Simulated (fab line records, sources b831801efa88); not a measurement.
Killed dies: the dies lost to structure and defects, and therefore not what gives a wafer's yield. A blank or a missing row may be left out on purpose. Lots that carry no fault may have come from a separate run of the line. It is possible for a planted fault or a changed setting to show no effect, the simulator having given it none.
fab line records + flow gf180mcu
[record]
- lots = 7
- wafers = 20
- last_day = 34
route steps=602 shown V4@494 MIM@503 PASSIVATION@602
lots untouched by any fault: they come from a run of this same line in which no faults occurred
start_h: the number of hours between the record's first day and the start of the first shown wafer of the lot + wait_h: time in hours since the lot's previous step + " repeats the value in the row above + L1.1+2: one row covering several wafers at once + - value missing, or start not given + * or withheld: withheld + < > ~ a bound
route shown NAME@n: NAME is a module with steps in the file, n the number in the route of the first one + usual: mean/standard deviation of fault-free wafers + same: alike in all rows + chamber/n: place in a boat + sites: per-site readings + _std_site: their standard deviation + _edge_site: outer sites' mean less inner sites' + radius_mm: for every site, how far away it sits from the centre of the wafer + mask NAME#n: copy n + behind: the last tool/chamber to shape the wafer + hold: why the lot went on hold/how many hours it stayed there/how the hold came to an end + device: the transistor (n, p or np) that didn't switch + end of line: the tests these same wafers got at the end of their route + a step without rows: its recipe alone + killed: dies that structure and defects cost at the first sort, which is not the same as the wafer's yield + map: the dies of a wafer, with x for killed, . for not killed, _ for no die there
set.NAME: the setting as run; set.NAME@STEP: as run at that earlier step + model.NAME: the simulator's own value behind a step, which no gauge read
lots at selected steps of the route; one table per step, one row per wafer
services: from which hour (start_h, from the record's first day; less than 0 if before it) a tool's chamber was out of use, for how many hours, and why
[[steps]]
[step GF_V4_STRIP_18]
[recipe]
- chemistry = O2/N2
- power_w = 1400
- pressure_mtorr = 1500
- platen_temp_c = 250
- o2_flow_sccm = 3000
- n2_flow_sccm = 300
- overash_fraction = 0.5
[step GF_V4_STRIP_19]
[recipe]
- chemistry = post_etch_residue_remover
- time_s = 1200
- temp_c = 72.5
[step GF_V4_CLEAN_20]
[recipe]
- chemistry = DIW
- dry = n2_spin
[step GF_V4_SPUTTER_21]
[recipe]
- material = Ti
- target_thk_nm = 15
- chamber_pressure_pa = 5
- power_w = 2500
- substrate_temp_c = 200
- time_s = 80.02
[step GF_V4_SPUTTER_22]
[recipe]
- material = TiN
- target_thk_nm = 10
- chamber_pressure_pa = 5
- power_w = 4000
- time_s = 40
[usual]
- cathode_dc_power_W = 4000.1/0.75
- chamber_pressure_pa = 5.001/0.0098
- throttle_valve_pct = 29.9/1.2
[same]
- time_s = 40
| lot.wafer | tool           | chamber | start_h | wait_h | cathode_dc_power_W | chamber_pressure_pa | throttle_valve_pct |
|-----------|----------------|---------|---------|--------|--------------------|---------------------|--------------------|
| L383.1    | pvd_sputter-04 | -       | 575.40  | 0.0    | 4000.9             | 5.010               | 31.5               |
| L383.3    | "              | -       | "       | "      | 4001.0             | 4.991               | 30.5               |
| L383.4    | "              | -       | "       | "      | 4000.3             | 5.009               | 29.7               |
| L384.2    | pvd_sputter-01 | -       | 588.74  | 0.0    | 4001.0             | 5.015               | 27.9               |
| L384.3    | "              | -       | "       | "      | 4000.6             | 5.007               | 28.5               |
| L384.4    | "              | -       | "       | "      | 3998.7             | 5.004               | 29.7               |
| L385.1    | pvd_sputter-01 | -       | 595.09  | 0.0    | 4000.2             | 5.011               | 28.3               |
| L385.5    | "              | -       | "       | "      | 3999.6             | 5.008               | 29.3               |
| L393.1    | pvd_sputter-01 | -       | 657.62  | 0.0    | 4000.4             | 4.978               | 28.3               |
| L393.3    | "              | -       | "       | "      | 4000.8             | 4.990               | 30.7               |
| L393.6    | "              | -       | "       | "      | 4000.8             | 5.002               | 28.4               |
| L396.1    | pvd_sputter-01 | -       | 681.00  | 0.0    | 4000.8             | 4.999               | 29.7               |
| L396.2    | "              | -       | "       | "      | 4000.8             | 5.005               | 27.9               |
| L396.3    | "              | -       | "       | "      | 3999.8             | 5.001               | 28.4               |
| L400.3    | pvd_sputter-04 | -       | 702.09  | 0.0    | 4000.7             | 5.000               | 32.0               |
| L400.4    | "              | -       | "       | "      | 4001.2             | 5.010               | 29.6               |
| L400.5    | "              | -       | "       | "      | 4000.8             | 5.014               | 31.9               |
| L404.1    | pvd_sputter-04 | -       | 729.49  | 0.0    | 4000.0             | 5.008               | 30.5               |
| L404.4    | "              | -       | "       | "      | 4001.5             | 4.999               | 31.6               |
| L404.5    | "              | -       | "       | "      | 3999.9             | 4.993               | 31.6               |
[step GF_V4_CVD_23]
[recipe]
- material = W
- target_thk_nm = 350
- time_s = 104.9
- temp_c = 400
- pressure_torr = 40
[step GF_V4_RS_MEAS_24]
[recipe]
- thk_meas_gauge = four-point-probe
- reads = W_of_V4_CVD_23+TiN_of_V4_SPUTTER_22+Ti_of_V4_SPUTTER_21
[usual]
- V4_W_RS = 0.329/0.0038
| lot.wafer | tool          | chamber | start_h | wait_h | V4_W_RS[ohm/sq] |
|-----------|---------------|---------|---------|--------|-----------------|
| L383.1    | film_metro-02 | -       | 575.55  | 0.1    | 0.324           |
| L383.3    | "             | -       | "       | "      | 0.325           |
| L383.4    | "             | -       | "       | "      | 0.327           |
| L384.2    | film_metro-01 | -       | 588.92  | 0.1    | 0.328           |
| L384.3    | "             | -       | "       | "      | 0.323           |
| L384.4    | "             | -       | "       | "      | 0.330           |
| L385.1    | film_metro-01 | -       | 595.24  | 0.1    | 0.332           |
| L385.5    | "             | -       | "       | "      | 0.329           |
| L393.1    | film_metro-01 | -       | 657.77  | 0.1    | 0.330           |
| L393.3    | "             | -       | "       | "      | 0.329           |
| L393.6    | "             | -       | "       | "      | 0.333           |
| L396.1    | film_metro-01 | -       | 681.15  | 0.1    | 0.322           |
| L396.2    | "             | -       | "       | "      | 0.333           |
| L396.3    | "             | -       | "       | "      | 0.325           |
| L400.3    | film_metro-04 | -       | 702.28  | 0.1    | 0.326           |
| L400.4    | "             | -       | "       | "      | 0.324           |
| L400.5    | "             | -       | "       | "      | 0.329           |
| L404.1    | film_metro-04 | -       | 729.64  | 0.1    | 0.324           |
| L404.4    | "             | -       | "       | "      | 0.331           |
| L404.5    | "             | -       | "       | "      | 0.335           |
[step GF_V4_THK_MEAS_25]
[recipe]
- thk_meas_gauge = xrf
- reads = W_of_V4_CVD_23
[usual]
- V4_W_THK = 351/5.6
| lot.wafer | tool          | chamber | start_h | wait_h | V4_W_THK[nm] |
|-----------|---------------|---------|---------|--------|--------------|
| L383.1    | film_metro-02 | -       | 575.67  | 0.1    | 355          |
| L383.3    | "             | -       | "       | "      | 354          |
| L383.4    | "             | -       | "       | "      | 349          |
| L384.2    | film_metro-01 | -       | 589.03  | 0.1    | 356          |
| L384.3    | "             | -       | "       | "      | 365          |
| L384.4    | "             | -       | "       | "      | 356          |
| L385.1    | film_metro-01 | -       | 595.36  | 0.1    | 356          |
| L385.5    | "             | -       | "       | "      | 356          |
| L393.1    | film_metro-01 | -       | 657.89  | 0.1    | 351          |
| L393.3    | "             | -       | "       | "      | 354          |
| L393.6    | "             | -       | "       | "      | 349          |
| L396.1    | film_metro-01 | -       | 681.27  | 0.1    | 361          |
| L396.2    | "             | -       | "       | "      | 350          |
| L396.3    | "             | -       | "       | "      | 361          |
| L400.3    | film_metro-04 | -       | 702.38  | 0.1    | 355          |
| L400.4    | "             | -       | "       | "      | 357          |
| L400.5    | "             | -       | "       | "      | 353          |
| L404.1    | film_metro-04 | -       | 729.76  | 0.1    | 358          |
| L404.4    | "             | -       | "       | "      | 352          |
| L404.5    | "             | -       | "       | "      | 349          |
[step GF_V4_CMP_26]
[recipe]
- stop_on = SiO2
- down_force_psi = 3.5
- platen_rpm = 60.47
- t_overpolish_s = 15
- target_thk_nm = 0
- pad_velocity_m_s = 0.94248
[usual]
- motor_current_A = 11.6/0.98
- overpolish_run_s = 15.000/0.01
- slurry_filter_dp_kPa = 13.51/0.14
- time_to_endpoint_s = 82/3.2
| lot.wafer | tool   | chamber | start_h | wait_h | motor_current_A | overpolish_run_s | slurry_filter_dp_kPa | time_to_endpoint_s |
|-----------|--------|---------|---------|--------|-----------------|------------------|----------------------|--------------------|
| L383.1    | cmp-01 | 1       | 575.83  | 0.2    | 10.2            | 14.993           | 13.41                | 79                 |
| L383.3    | "      | 3       | "       | "      | 12.1            | 14.990           | 13.36                | 78                 |
| L383.4    | "      | 0       | "       | "      | 10.1            | 15.001           | 13.44                | 80                 |
| L384.3    | cmp-01 | 1       | 589.08  | 0.0    | 10.7            | 15.005           | 13.35                | 82                 |
| L384.2    | "      | 3       | "       | "      | 12.5            | 15.001           | 13.49                | 81                 |
| L384.4    | "      | 0       | "       | "      | 10.1            | 14.995           | 13.52                | 84                 |
| L385.1    | cmp-02 | 0       | 595.47  | 0.1    | 11.0            | 14.983           | 13.61                | 75                 |
| L385.5    | "      | 0       | "       | "      | 11.0            | 14.992           | 13.49                | 78                 |
| L393.3    | cmp-01 | 3       | 657.95  | 0.0    | 11.8            | 15.009           | 13.55                | 80                 |
| L393.1    | "      | 2       | "       | "      | 11.9            | 15.000           | 13.79                | 84                 |
| L393.6    | "      | 0       | "       | "      | 10.1            | 15.013           | 13.17                | 83                 |
| L396.3    | cmp-01 | 1       | 681.38  | 0.1    | 10.3            | 14.984           | 13.57                | 87                 |
| L396.1    | "      | 2       | "       | "      | 12.6            | 14.988           | 13.51                | 84                 |
| L396.2    | "      | 3       | "       | "      | 12.6            | 14.997           | 13.58                | 83                 |
| L400.3    | cmp-01 | 1       | 702.52  | 0.1    | 10.4            | 14.980           | 13.56                | 89                 |
| L400.4    | "      | 2       | "       | "      | 12.3            | 14.992           | 13.29                | 87                 |
| L400.5    | "      | 0       | "       | "      | 10.2            | 14.990           | 13.48                | 86                 |
| L404.1    | cmp-02 | 1       | 729.82  | 0.1    | 12.8            | 14.992           | 13.42                | 84                 |
| L404.4    | "      | 0       | "       | "      | 10.7            | 15.021           | 13.43                | 76                 |
| L404.5    | "      | 1       | "       | "      | 13.6            | 15.015           | 13.61                | 82                 |
[step GF_MIM_SPUTTER_00]
[recipe]
- material = Ti
- target_thk_nm = 37.5
- arriving_ion_energy_ev = 80
- substrate_temp_c = 200
- chamber_pressure_pa = 2
- power_w = 4000
- time_s = 150
[usual]
- cathode_dc_power_W = 3999.9/0.65
- chamber_pressure_pa = 2.000/0.0041
- throttle_valve_pct = 30.2/1.5
[same]
- time_s = 150
| lot.wafer | tool           | chamber | start_h | wait_h | cathode_dc_power_W | chamber_pressure_pa | throttle_valve_pct |
|-----------|----------------|---------|---------|--------|--------------------|---------------------|--------------------|
| L383.1    | pvd_sputter-02 | -       | 576.13  | 0.2    | 3999.7             | 2.006               | 31.6               |
| L383.3    | "              | -       | "       | "      | 3999.1             | 2.007               | 27.0               |
| L383.4    | "              | -       | "       | "      | 3999.3             | 2.000               | 30.6               |
| L384.2    | pvd_sputter-04 | -       | 589.38  | 0.1    | 4000.1             | 1.995               | 31.5               |
| L384.3    | "              | -       | "       | "      | 3999.5             | 2.001               | 31.6               |
| L384.4    | "              | -       | "       | "      | 3999.4             | 2.008               | 30.0               |
| L385.1    | pvd_sputter-04 | -       | 595.72  | 0.2    | 4000.0             | 1.999               | 31.7               |
| L385.5    | "              | -       | "       | "      | 3999.7             | 2.001               | 29.7               |
| L393.1    | pvd_sputter-02 | -       | 658.25  | 0.1    | 3999.2             | 2.004               | 31.3               |
| L393.3    | "              | -       | "       | "      | 4000.4             | 2.002               | 31.1               |
| L393.6    | "              | -       | "       | "      | 4000.3             | 1.999               | 27.0               |
| L396.1    | pvd_sputter-04 | -       | 681.63  | 0.1    | 3999.5             | 2.001               | 30.4               |
| L396.2    | "              | -       | "       | "      | 3999.5             | 1.998               | 31.8               |
| L396.3    | "              | -       | "       | "      | 3998.8             | 1.998               | 29.6               |
| L400.3    | pvd_sputter-02 | -       | 702.72  | 0.1    | 4000.1             | 1.995               | 26.9               |
| L400.4    | "              | -       | "       | "      | 3998.7             | 2.002               | 31.1               |
| L400.5    | "              | -       | "       | "      | 4000.2             | 1.998               | 30.4               |
| L404.1    | pvd_sputter-01 | -       | 730.12  | 0.2    | 4000.3             | 1.999               | 28.4               |
| L404.4    | "              | -       | "       | "      | 4000.3             | 2.000               | 30.2               |
| L404.5    | "              | -       | "       | "      | 4000.1             | 2.000               | 30.4               |
[step GF_MIM_SPUTTER_01]
[recipe]
- material = TiN
- target_thk_nm = 30
- power_w = 6500
- time_s = 25
- chamber_pressure_pa = 0.4
[step GF_MIM_SPUTTER_02]
[recipe]
- material = AlCu
- target_thk_nm = 450
- power_w = 10600
- time_s = 23.9
- chamber_pressure_pa = 0.4
[usual]
- cathode_dc_power_W = 10600/1.9
- chamber_pressure_pa = 0.3999/0.00092
- throttle_valve_pct = 30.2/1.5
[same]
- time_s = 23.9
| lot.wafer | tool           | chamber | start_h | wait_h | cathode_dc_power_W | chamber_pressure_pa | throttle_valve_pct |
|-----------|----------------|---------|---------|--------|--------------------|---------------------|--------------------|
| L383.1    | pvd_sputter-02 | -       | 576.26  | 0.0    | 10603              | 0.4000              | 31.2               |
| L383.3    | "              | -       | "       | "      | 10599              | 0.4005              | 26.7               |
| L383.4    | "              | -       | "       | "      | 10598              | 0.4013              | 30.6               |
| L384.2    | pvd_sputter-04 | -       | 589.51  | 0.0    | 10600              | 0.4004              | 32.1               |
| L384.3    | "              | -       | "       | "      | 10598              | 0.4002              | 31.6               |
| L384.4    | "              | -       | "       | "      | 10601              | 0.4006              | 29.8               |
| L385.1    | pvd_sputter-04 | -       | 595.85  | 0.0    | 10601              | 0.3993              | 31.5               |
| L385.5    | "              | -       | "       | "      | 10600              | 0.4013              | 29.8               |
| L393.1    | pvd_sputter-02 | -       | 658.38  | 0.0    | 10604              | 0.3987              | 31.2               |
| L393.3    | "              | -       | "       | "      | 10597              | 0.3995              | 31.3               |
| L393.6    | "              | -       | "       | "      | 10598              | 0.4005              | 26.7               |
| L396.1    | pvd_sputter-04 | -       | 681.76  | 0.0    | 10599              | 0.4001              | 30.7               |
| L396.2    | "              | -       | "       | "      | 10602              | 0.4001              | 31.6               |
| L396.3    | "              | -       | "       | "      | 10601              | 0.3999              | 29.5               |
| L400.3    | pvd_sputter-02 | -       | 702.85  | 0.0    | 10600              | 0.3989              | 26.6               |
| L400.4    | "              | -       | "       | "      | 10600              | 0.3993              | 31.4               |
| L400.5    | "              | -       | "       | "      | 10599              | 0.3999              | 30.7               |
| L404.1    | pvd_sputter-01 | -       | 730.25  | 0.0    | 10598              | 0.3980              | 28.2               |
| L404.4    | "              | -       | "       | "      | 10601              | 0.4001              | 30.5               |
| L404.5    | "              | -       | "       | "      | 10600              | 0.4003              | 30.5               |
[step GF_MIM_SPUTTER_03]
[recipe]
- material = Ti
- target_thk_nm = 10
- substrate_temp_c = 300
- chamber_pressure_pa = 0.3
- power_w = 3000
- time_s = 6.7
[usual]
- cathode_dc_power_W = 2999.9/0.58
- chamber_pressure_pa = 0.3000/0.00058
- throttle_valve_pct = 30.2/1.5
- time_s = 6.7/0
| lot.wafer | tool           | chamber | start_h | wait_h | cathode_dc_power_W | chamber_pressure_pa | throttle_valve_pct | time_s |
|-----------|----------------|---------|---------|--------|--------------------|---------------------|--------------------|--------|
| L383.1    | pvd_sputter-02 | -       | 576.29  | 0.0    | -                  | -                   | -                  | -      |
| L383.3    | "              | -       | "       | "      | -                  | -                   | -                  | -      |
| L383.4    | "              | -       | "       | "      | -                  | -                   | -                  | -      |
| L384.2    | pvd_sputter-04 | -       | 589.54  | 0.0    | -                  | -                   | -                  | -      |
| L384.3    | "              | -       | "       | "      | -                  | -                   | -                  | -      |
| L384.4    | "              | -       | "       | "      | -                  | -                   | -                  | -      |
| L385.1    | pvd_sputter-04 | -       | 595.88  | 0.0    | -                  | -                   | -                  | -      |
| L385.5    | "              | -       | "       | "      | -                  | -                   | -                  | -      |
| L393.1    | pvd_sputter-02 | -       | 658.41  | 0.0    | 2999.6             | 0.3005              | 31.1               | 6.7    |
| L393.3    | "              | -       | "       | "      | 2999.2             | 0.3002              | 31.3               | 6.7    |
| L393.6    | "              | -       | "       | "      | 3000.0             | 0.3006              | 27.1               | 6.7    |
| L396.1    | pvd_sputter-04 | -       | 681.79  | 0.0    | 3000.8             | 0.2993              | 30.4               | 6.7    |
| L396.2    | "              | -       | "       | "      | 2999.2             | 0.2995              | 31.5               | 6.7    |
| L396.3    | "              | -       | "       | "      | 3000.3             | 0.3012              | 29.4               | 6.7    |
| L400.3    | pvd_sputter-02 | -       | 702.88  | 0.0    | 3000.0             | 0.3005              | 27.1               | 6.7    |
| L400.4    | "              | -       | "       | "      | 2999.8             | 0.2999              | 31.4               | 6.7    |
| L400.5    | "              | -       | "       | "      | 2999.6             | 0.2993              | 30.7               | 6.7    |
| L404.1    | pvd_sputter-01 | -       | 730.28  | 0.0    | 3000.3             | 0.2998              | 28.4               | 6.7    |
| L404.4    | "              | -       | "       | "      | 2999.5             | 0.2994              | 30.6               | 6.7    |
| L404.5    | "              | -       | "       | "      | 2999.8             | 0.3002              | 30.5               | 6.7    |
[step GF_MIM_SPUTTER_04]
[recipe]
- material = TiN
- target_thk_nm = 50
- power_w = 6500
- time_s = 41.7
- chamber_pressure_pa = 0.4
[usual]
- cathode_dc_power_W = 6500.0/1.2
- chamber_pressure_pa = 0.4001/0.00081
- throttle_valve_pct = 30.2/1.5
[same]
- time_s = 41.7
| lot.wafer | tool           | chamber | start_h | wait_h | cathode_dc_power_W | chamber_pressure_pa | throttle_valve_pct |
|-----------|----------------|---------|---------|--------|--------------------|---------------------|--------------------|
| L383.1    | pvd_sputter-02 | -       | 576.31  | 0.0    | 6499.7             | 0.4013              | 31.4               |
| L383.3    | "              | -       | "       | "      | 6500.1             | 0.4001              | 26.8               |
| L383.4    | "              | -       | "       | "      | 6499.5             | 0.4000              | 30.8               |
| L384.2    | pvd_sputter-04 | -       | 589.56  | 0.0    | 6499.1             | 0.4000              | 31.9               |
| L384.3    | "              | -       | "       | "      | 6499.3             | 0.4005              | 31.5               |
| L384.4    | "              | -       | "       | "      | 6500.4             | 0.3996              | 29.7               |
| L385.1    | pvd_sputter-04 | -       | 595.90  | 0.0    | 6499.8             | 0.3998              | 31.4               |
| L385.5    | "              | -       | "       | "      | 6500.0             | 0.4005              | 29.6               |
| L393.1    | pvd_sputter-02 | -       | 658.43  | 0.0    | 6500.7             | 0.3996              | 31.2               |
| L393.3    | "              | -       | "       | "      | 6501.2             | 0.3994              | 31.3               |
| L393.6    | "              | -       | "       | "      | 6500.7             | 0.3989              | 27.0               |
| L396.1    | pvd_sputter-04 | -       | 681.81  | 0.0    | 6498.3             | 0.4006              | 30.5               |
| L396.2    | "              | -       | "       | "      | 6500.5             | 0.3990              | 31.5               |
| L396.3    | "              | -       | "       | "      | 6500.1             | 0.3985              | 29.7               |
| L400.3    | pvd_sputter-02 | -       | 702.90  | 0.0    | 6499.6             | 0.3988              | 27.0               |
| L400.4    | "              | -       | "       | "      | 6499.2             | 0.4002              | 31.2               |
| L400.5    | "              | -       | "       | "      | 6499.4             | 0.4007              | 30.5               |
| L404.1    | pvd_sputter-01 | -       | 730.30  | 0.0    | 6500.6             | 0.3997              | 28.3               |
| L404.4    | "              | -       | "       | "      | 6500.0             | 0.4020              | 30.4               |
| L404.5    | "              | -       | "       | "      | 6499.8             | 0.4005              | 30.2               |
[step GF_PASSIVATION_PROBE_99]
| lot.wafer | tool      | chamber | start_h | wait_h | model.etest.via5_chain.rc_ohm | model.etest.met5.line_ohm_um | model.etest.met5.rs_ohm_sq |
|-----------|-----------|---------|---------|--------|-------------------------------|------------------------------|----------------------------|
| L383.1    | prober-02 | -       | 684.06  | 0.1    | 8.146                         | 0.2451                       | 0.06749                    |
| L383.3    | prober-02 | -       | 684.16  | 0.2    | 8.218                         | 0.2462                       | 0.06807                    |
| L383.4    | prober-02 | -       | 684.21  | 0.2    | 8.499                         | 0.2469                       | 0.06827                    |
| L384.2    | prober-01 | -       | 697.25  | 0.1    | 8.186                         | 0.2451                       | 0.0682                     |
| L384.3    | prober-01 | -       | 697.30  | 0.2    | 8.157                         | 0.2443                       | 0.06911                    |
| L384.4    | prober-01 | -       | 697.35  | 0.2    | 8.28                          | 0.2491                       | 0.0688                     |
| L385.1+5  | prober-02 | -       | 701.70  | 0.1    | -                             | -                            | -                          |
| L393.1    | prober-02 | -       | 754.31  | 0.1    | 7.231                         | 0.2575                       | 0.07233                    |
| L393.3    | prober-02 | -       | 754.41  | 0.2    | 6.833                         | 0.2573                       | 0.07208                    |
| L393.6    | prober-02 | -       | 754.56  | 0.2    | 7.137                         | 0.264                        | 0.07253                    |
| L396.1    | prober-01 | -       | 775.11  | 0.1    | 6.979                         | 0.2641                       | 0.07246                    |
| L396.2    | prober-01 | -       | 775.16  | 0.1    | 6.881                         | 0.2593                       | 0.0742                     |
| L396.3    | prober-01 | -       | 775.21  | 0.2    | 7.253                         | 0.2692                       | 0.0746                     |
| L400.3    | prober-01 | -       | 793.32  | 0.2    | 6.97                          | 0.2568                       | 0.07151                    |
| L400.4    | prober-01 | -       | 793.37  | 0.2    | 6.992                         | 0.2546                       | 0.07102                    |
| L400.5    | prober-01 | -       | 793.42  | 0.2    | 6.935                         | 0.2521                       | 0.07097                    |
| L404.1    | prober-02 | -       | 814.51  | 0.1    | 7.174                         | 0.2605                       | 0.07204                    |
| L404.4    | prober-02 | -       | 814.66  | 0.2    | 6.677                         | 0.249                        | 0.07179                    |
| L404.5    | prober-02 | -       | 814.71  | 0.2    | 6.82                          | 0.2668                       | 0.07196                    |
// killed by level:class
L383.1 V5:geometric_particle:open=8 V2:geometric_particle:short=7 CONTACT:geometric_particle:open=6 V1:geometric_particle:open=4 V3:geometric_particle:short=4 STI:geometric_particle:open=3 STI:geometric_particle:short=3 V1:geometric_particle:short=3
L383.3 V5:geometric_particle:open=4 M2:geometric_particle:short=4 V2:geometric_particle:open=4 STI:geometric_particle:open=3 CONTACT:geometric_particle:short=3 CONTACT:geometric_particle:open=3 M1:geometric_particle:short=3 V1:geometric_particle:open=3
L383.4 CONTACT:geometric_particle:open=5 V1:geometric_particle:open=5 V3:geometric_particle:open=5 STI:geometric_particle:short=4 V2:geometric_particle:open=4 M5:geometric_particle:short=4 CONTACT:geometric_particle:short=3 M1:geometric_particle:short=3
L384.2 CONTACT:geometric_particle:open=10 V1:geometric_particle:open=7 V2:geometric_particle:open=6 STI:geometric_particle:open=4 STI:geometric_particle:short=3 V3:geometric_particle:open=3 M4:geometric_particle:short=3 V4:geometric_particle:short=3
L384.3 V4:geometric_particle:open=6 V3:geometric_particle:open=5 CONTACT:geometric_particle:open=5 V5:geometric_particle:open=4 STI:geometric_particle:open=3 V1:geometric_particle:open=3 M4:geometric_particle:short=3 STI:geometric_particle:short=2
L384.4 V1:geometric_particle:open=5 V3:geometric_particle:open=5 STI:geometric_particle:short=3 V4:geometric_particle:open=3 M2:geometric_particle:short=2 M3:geometric_particle:short=2 M5:geometric_particle:short=2 V5:geometric_particle:open=2
L393.1 V5:geometric_particle:open=7 CONTACT:geometric_particle:open=5 V4:geometric_particle:open=4 V3:geometric_particle:open=3 V2:geometric_particle:short=3 V2:geometric_particle:open=3 STI:geometric_particle:short=2 CONTACT:geometric_particle:short=2
L393.3 V4:geometric_particle:open=5 STI:geometric_particle:open=4 V1:geometric_particle:open=4 V2:geometric_particle:open=4 V3:geometric_particle:open=4 V5:geometric_particle:short=4 V3:geometric_particle:short=3 CONTACT:geometric_particle:short=3
L393.6 CONTACT:geometric_particle:short=5 V1:geometric_particle:open=5 V2:geometric_particle:open=4 STI:geometric_particle:short=3 V4:geometric_particle:open=3 V4:geometric_particle:short=3 CONTACT:geometric_particle:open=2 M1:geometric_particle:short=2
L396.1 V2:geometric_particle:short=7 V1:geometric_particle:open=5 CONTACT:geometric_particle:open=4 STI:geometric_particle:open=3 CONTACT:geometric_particle:short=3 M2:geometric_particle:short=3 V2:geometric_particle:open=3 V5:geometric_particle:open=3
L396.2 V3:geometric_particle:open=4 STI:geometric_particle:open=3 STI:geometric_particle:short=3 CONTACT:geometric_particle:open=3 V1:geometric_particle:open=3 V2:geometric_particle:open=3 V3:geometric_particle:short=3 V4:geometric_particle:open=3
L396.3 V1:geometric_particle:open=8 V4:geometric_particle:open=7 V5:geometric_particle:open=5 V4:geometric_particle:short=4 STI:geometric_particle:short=3 V3:geometric_particle:open=3 CONTACT:geometric_particle:open=2 V2:geometric_particle:short=2
L400.3 CONTACT:geometric_particle:open=6 V2:geometric_particle:open=5 V2:geometric_particle:short=4 V3:geometric_particle:open=4 V4:geometric_particle:open=4 V5:geometric_particle:open=4 CONTACT:geometric_particle:short=3 V1:geometric_particle:short=3
L400.4 V1:geometric_particle:open=6 CONTACT:geometric_particle:short=5 CONTACT:geometric_particle:open=5 V4:geometric_particle:open=5 V1:geometric_particle:short=4 M3:geometric_particle:short=3 V3:geometric_particle:short=3 V3:geometric_particle:open=3
L400.5 V1:geometric_particle:open=8 V3:geometric_particle:open=8 STI:geometric_particle:open=6 CONTACT:geometric_particle:open=6 CONTACT:geometric_particle:short=4 V2:geometric_particle:open=4 V5:geometric_particle:open=4 STI:geometric_particle:short=3
L404.1 V4:geometric_particle:open=9 V5:geometric_particle:open=6 V3:geometric_particle:open=5 STI:geometric_particle:open=4 CONTACT:geometric_particle:open=4 M1:geometric_particle:short=4 V1:geometric_particle:open=4 M3:geometric_particle:short=4
L404.4 CONTACT:geometric_particle:open=8 M1:geometric_particle:short=8 V3:geometric_particle:open=8 V2:geometric_particle:open=6 V2:geometric_particle:short=6 V1:geometric_particle:open=5 V4:geometric_particle:open=4 V5:geometric_particle:short=4
L404.5 V1:geometric_particle:open=6 M5:geometric_particle:short=4 SALICIDE:geometric_particle:short=3 CONTACT:geometric_particle:short=3 V4:geometric_particle:short=3 V2:geometric_particle:open=3 V4:geometric_particle:open=3 STI:geometric_particle:short=2
[[services]]
| tool           | chamber | start_h | hours | kind                           |
|----------------|---------|---------|-------|--------------------------------|
| cmp-02         | -       | 572.14  | 4.0   | pm                             |
| cmp-02         | -       | 576.14  | -     | consumable_replace:conditioner |
| cmp-02         | -       | 576.14  | -     | consumable_replace:pad         |
| cmp-01         | -       | 578.35  | 1.0   | repair                         |
| pvd_sputter-01 | -       | 589.97  | 2.3   | repair                         |
| pvd_sputter-01 | -       | 623.24  | 3.1   | repair                         |
| cmp-02         | -       | 623.56  | 4.3   | repair                         |
| cmp-01         | -       | 623.58  | 1.3   | repair                         |
| cmp-01         | -       | 629.05  | 3.9   | repair                         |
| pvd_sputter-01 | -       | 638.43  | 4.1   | repair                         |
| pvd_sputter-04 | 3       | 655.65  | -     | consumable_replace:kit         |
| pvd_sputter-04 | 3       | 655.65  | 18.0  | scheduled_down                 |
| pvd_sputter-04 | 3       | 655.65  | 18.0  | vent_cycle                     |
| pvd_sputter-04 | -       | 656.80  | 3.9   | repair                         |
| cmp-02         | -       | 657.75  | 8.4   | pm                             |
| pvd_sputter-01 | -       | 663.85  | 4.7   | repair                         |
| cmp-01         | -       | 666.14  | 2.9   | pm                             |
| pvd_sputter-04 | -       | 681.88  | 2.1   | repair                         |
| pvd_sputter-02 | 1       | 682.99  | -     | consumable_replace:kit         |
| pvd_sputter-02 | 1       | 682.99  | 18.0  | scheduled_down                 |
| pvd_sputter-02 | 1       | 682.99  | 18.0  | vent_cycle                     |
| cmp-02         | -       | 713.67  | 0.5   | repair                         |
[[key]]
[first_sign]
- step = GF_MIM_SPUTTER_03
- reading = tool_record
- direction = missing
effect none on later readings
[model_effect]
- step = GF_PASSIVATION_PROBE_99
- value = etest.via5_chain.rc_ohm
- without = 7.07
- struck = 8.248
met_at GF_MIM_SPUTTER_03
struck_wafers L383.1,L383.3,L383.4,L384.2,L384.3,L384.4,L385.1,L385.5
sort_left_out L385.1,L385.5
[fault]
- kind = skipped_step_whole
- tool = pvd_sputter-02,pvd_sputter-04
- chamber = -
- onset_h = 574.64
- steps = GF_MIM_SPUTTER_03
- scope = struck_lots_only
// sort_left_out: the simulated sort isn't trusted on such a fault, so these wafers' sort isn't shown, and their yield isn't known
